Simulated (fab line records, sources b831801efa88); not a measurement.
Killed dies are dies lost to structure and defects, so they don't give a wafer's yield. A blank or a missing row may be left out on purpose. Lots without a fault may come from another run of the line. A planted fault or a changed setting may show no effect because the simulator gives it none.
Which tool did it? | flow gf180mcu | 10 lots, 30 wafers sampled, at 2 steps of a route of 602

WHAT THE GAUGES READ, wafer by wafer
GF_V1_THK_MEAS_01. Usual: V1_CVD_00_THK 601 nm, standard deviation 5.3.
lot  | measured     | on            | V1_CVD_00_THK (nm) | flag
L230 | day 19 12:15 | film_metro-02 | 598 600 604        |
L231 | day 19 15:11 | film_metro-03 | 605 607 598        |
L233 | day 20 19:34 | film_metro-03 | 598 604 598        |
L234 | day 21 03:05 | film_metro-04 | 594 591 590        |
L235 | day 21 09:33 | film_metro-03 | 599 606 605        |
L238 | day 22 09:31 | film_metro-04 | 593 596 602        |
L239 | day 22 20:21 | film_metro-04 | 605 604 601        |
L240 | day 23 03:13 | film_metro-02 | 605 601 598        |
L242 | day 23 19:14 | film_metro-02 | 606 609 606        |
L243 | day 23 21:14 | film_metro-03 | 597 603 607        |

WHICH TOOL RAN EACH LOT (tool, then ch and the chambers of the sampled wafers, then the start)
lot  | GF_M1_METAL_ETCH_16
L230 | rie_metal-01 ch 0,1, day 19 11:30
L231 | rie_metal-03 ch 0,1, day 19 14:26
L233 | rie_metal-03 ch 0,1, day 20 18:51
L234 | rie_metal-03 ch 0, day 21 02:12
L235 | rie_metal-01 ch 0,1, day 21 08:47
L238 | rie_metal-01 ch 0,1, day 22 08:26
L239 | rie_metal-03 ch 0,1, day 22 19:14
L240 | rie_metal-04 ch 0, day 23 02:23
L242 | rie_metal-01 ch 0,1, day 23 18:29
L243 | rie_metal-03 ch 0,1, day 23 20:29
- GF_M1_METAL_ETCH_16: etches the open film in Cl2/BCl3, stops on SiO2, target depth 750.8 nm, time 125.1 s.

WHAT THE TOOLS THEMSELVES READ (means of the sampled wafers that have a number; where no wafer has one, the mark that the record gives instead)
GF_M1_METAL_ETCH_16. Usual: bcl3_flow_sccm 39.99 sccm, standard deviation 0.11; bias_w 140.0 W, standard deviation 0.46; chamber_pressure_mTorr 8.000 mTorr, standard deviation 0.0075; drypump_motor_current_A 5.72 A, standard deviation 0.29; oes_product_au 0.989 a.u., standard deviation 0.0059; throttle_valve_pct 28.232 %, standard deviation 0.0095.
lot  | tool         | bcl3_flow_sccm (sccm) | bias_w (W) | chamber_pressure_mTorr (mTorr) | drypump_motor_current_A (A) | oes_product_au (a.u.) | throttle_valve_pct (%) | flag
L230 | rie_metal-01 | 40.03                 | 140.0      | 7.999                          | 5.94                        | 0.993                 | 28.224                 |
L231 | rie_metal-03 | 39.90                 | 140.5      | 8.000                          | 5.35                        | 0.988                 | 28.233                 |
L233 | rie_metal-03 | 40.00                 | 140.1      | 8.001                          | 5.38                        | 0.992                 | 28.235                 |
L234 | rie_metal-03 | 40.03                 | 140.0      | 8.001                          | 5.24                        | 0.993                 | 28.232                 |
L235 | rie_metal-01 | 40.05                 | 140.4      | 8.003                          | 5.95                        | 0.986                 | 28.230                 |
L238 | rie_metal-01 | 40.08                 | 140.1      | 8.003                          | 5.94                        | 0.993                 | 28.224                 |
L239 | rie_metal-03 | 39.96                 | 140.3      | 8.000                          | 5.36                        | 0.989                 | 28.238                 |
L240 | rie_metal-04 | 40.06                 | 140.2      | 8.003                          | 5.72                        | 0.983                 | 28.229                 |
L242 | rie_metal-01 | 39.97                 | 140.2      | 8.001                          | 5.89                        | 0.990                 | 28.222                 |
L243 | rie_metal-03 | 40.12                 | 139.2      | 7.993                          | 5.37                        | 0.993                 | 28.232                 |

THE ANSWER, worked out from the rows above alone
Rule: a lot is off if the mean of its wafers that have a number lies more than 3 standard deviations from the usual mean. A lot without any number at a reading at which 4 lots or more have one is off too. The other lots that the step has rows for count as sound. The gauges are gone through in route order, then the tools' own readings, and for those a lot's mean is taken as printed above. The first step at which some lot is off is used, and at that step the reading that is off furthest; a lot without a number counts as furthest.
No lot is off at any reading shown: from this, nothing can be told.

WHAT THE SIMULATOR HAD PUT IN
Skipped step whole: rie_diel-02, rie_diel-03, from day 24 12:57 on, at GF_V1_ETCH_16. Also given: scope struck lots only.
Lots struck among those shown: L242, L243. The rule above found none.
